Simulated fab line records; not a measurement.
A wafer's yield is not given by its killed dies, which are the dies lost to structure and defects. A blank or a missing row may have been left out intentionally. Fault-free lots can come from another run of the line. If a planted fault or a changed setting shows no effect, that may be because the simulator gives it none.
What tool caused it? | flow sky130 | Sampling: 13 lots, 39 wafers, 4 of 708 route steps

WHAT EACH GAUGE READ, for each wafer
SKY_PAD_OPEN_BOW_MEAS_13. Usual: for PAD_OPEN_BOW the level is 46 um and the standard deviation is 10.
lot  | measured     | on           | PAD_OPEN_BOW (um) | flag
L720 | day 45 18:25 | filmMetro-03 | 44 55 60          | 
L721 | day 46 09:11 | filmMetro-03 | 48 41 50          | 
L722 | day 46 13:12 | filmMetro-03 | 31 43 52          | 
L723 | day 46 16:24 | filmMetro-03 | 39 40 37          | 
L724 | day 46 19:50 | filmMetro-01 | 34 45 37          | 
L725 | day 47 05:02 | filmMetro-01 | 52 52 39          | 
L726 | day 47 11:55 | filmMetro-01 | 61 56 44          | 
L728 | day 47 15:08 | filmMetro-04 | 41 51 45          | 
L729 | day 47 22:28 | filmMetro-04 | 40 32 37          | 
L732 | day 48 14:56 | filmMetro-04 | 38 45 28          | 
L734 | day 49 01:59 | filmMetro-03 | 43 39 41          | 
L735 | day 49 04:00 | filmMetro-04 | 40 31 33          | 
L739 | day 50 01:02 | filmMetro-03 | 57 46 60          | 

TOOL THAT RAN EACH LOT (tool first, then ch and the chambers of the sampled wafers, then the start)
lot  | SKY_METAL2_SPUTTER_02       | SKY_METAL5_SPUTTER_01       | SKY_METAL5_SPUTTER_04
L720 | pvdSputter-01, day 34 00:38 | pvdSputter-01, day 42 19:18 | pvdSputter-01, day 42 19:24
L721 | pvdSputter-01, day 34 19:06 | pvdSputter-03, day 43 11:37 | pvdSputter-03, day 43 11:43
L722 | pvdSputter-02, day 34 23:59 | pvdSputter-03, day 43 15:46 | pvdSputter-03, day 43 15:52
L723 | pvdSputter-03, day 35 03:30 | pvdSputter-02, day 43 19:40 | pvdSputter-02, day 43 19:46
L724 | pvdSputter-01, day 35 09:38 | pvdSputter-01, day 43 23:34 | pvdSputter-01, day 43 23:40
L725 | pvdSputter-01, day 35 20:34 | pvdSputter-02, day 44 10:46 | pvdSputter-02, day 44 10:52
L726 | pvdSputter-01, day 36 02:12 | pvdSputter-02, day 44 16:32 | pvdSputter-02, day 44 16:38
L728 | pvdSputter-01, day 36 10:27 | pvdSputter-03, day 44 20:59 | pvdSputter-03, day 44 21:05
L729 | pvdSputter-03, day 36 17:08 | pvdSputter-02, day 45 04:16 | pvdSputter-02, day 45 04:22
L732 | pvdSputter-02, day 37 13:39 | pvdSputter-01, day 46 00:10 | pvdSputter-01, day 46 00:15
L734 | pvdSputter-01, day 38 06:30 | pvdSputter-02, day 46 13:32 | pvdSputter-02, day 46 13:38
L735 | pvdSputter-01, day 38 11:39 | pvdSputter-01, day 46 15:47 | pvdSputter-01, day 46 15:53
L739 | pvdSputter-02, day 39 17:20 | pvdSputter-03, day 47 15:29 | pvdSputter-03, day 47 15:34
- SKY_METAL2_SPUTTER_02: material AlCu, target thk 250 nm, time 13.3 s.
- SKY_METAL5_SPUTTER_01: material TiN, target thk 20 nm, time 16.7 s.
- SKY_METAL5_SPUTTER_04: material TiN, target thk 70 nm, time 58.3 s.

WHAT THE TOOLS THEMSELVES READ (means of the sampled wafers that have a number; where no wafer has one, the mark that the record gives instead)
SKY_METAL2_SPUTTER_02. Usual: 30.2 % for throttleValvePct, sd 1.2.
lot  | tool          | throttleValvePct (%) | flag
L720 | pvdSputter-01 | 30.9                 | 
L721 | pvdSputter-01 | 31.7                 | 
L722 | pvdSputter-02 | 30.1                 | 
L723 | pvdSputter-03 | 30.8                 | 
L724 | pvdSputter-01 | 30.8                 | 
L725 | pvdSputter-01 | 29.5                 | 
L726 | pvdSputter-01 | 30.9                 | 
L728 | pvdSputter-01 | 30.1                 | 
L729 | pvdSputter-03 | 29.6                 | 
L732 | pvdSputter-02 | 29.7                 | 
L734 | pvdSputter-01 | 30.7                 | 
L735 | pvdSputter-01 | 29.7                 | 
L739 | pvdSputter-02 | 29.5                 | 

SKY_METAL5_SPUTTER_01. Usual: 30.1 % for throttleValvePct, sd 1.
lot  | tool          | throttleValvePct (%) | flag
L720 | pvdSputter-01 | 30.3                 | 
L721 | pvdSputter-03 | 29.6                 | 
L722 | pvdSputter-03 | 30.0                 | 
L723 | pvdSputter-02 | 29.7                 | 
L724 | pvdSputter-01 | 30.4                 | 
L725 | pvdSputter-02 | 29.8                 | 
L726 | pvdSputter-02 | 30.6                 | 
L728 | pvdSputter-03 | 30.4                 | 
L729 | pvdSputter-02 | 30.1                 | 
L732 | pvdSputter-01 | 30.0                 | 
L734 | pvdSputter-02 | 29.3                 | 
L735 | pvdSputter-01 | 31.0                 | 
L739 | pvdSputter-03 | 29.7                 | 

SKY_METAL5_SPUTTER_04. Usual: 30.1 % for throttleValvePct, sd 1.
lot  | tool          | throttleValvePct (%) | flag
L720 | pvdSputter-01 | 30.3                 | 
L721 | pvdSputter-03 | 29.7                 | 
L722 | pvdSputter-03 | 29.9                 | 
L723 | pvdSputter-02 | 29.6                 | 
L724 | pvdSputter-01 | 30.4                 | 
L725 | pvdSputter-02 | 29.7                 | 
L726 | pvdSputter-02 | 30.7                 | 
L728 | pvdSputter-03 | 30.4                 | 
L729 | pvdSputter-02 | 30.2                 | 
L732 | pvdSputter-01 | 30.0                 | 
L734 | pvdSputter-02 | 29.6                 | 
L735 | pvdSputter-01 | 31.3                 | 
L739 | pvdSputter-03 | 29.9                 | 

THE ANSWER, worked out from the rows above alone
Rule: lot off if the mean of its wafers having a number is beyond 3 standard deviations from the usual mean. Also off: a lot with no number at a reading for which 4 or more lots have one. The other lots that the step has rows for count as sound. First the gauges in route order, then the tools' own readings, where a lot's mean is used as printed above. At the first step where some lot is off, the reading lying furthest off is the one used; lots without a number count as furthest.
No lot is off on any of the readings shown, so nothing can be concluded from this.

WHAT THE SIMULATOR HAD INSERTED
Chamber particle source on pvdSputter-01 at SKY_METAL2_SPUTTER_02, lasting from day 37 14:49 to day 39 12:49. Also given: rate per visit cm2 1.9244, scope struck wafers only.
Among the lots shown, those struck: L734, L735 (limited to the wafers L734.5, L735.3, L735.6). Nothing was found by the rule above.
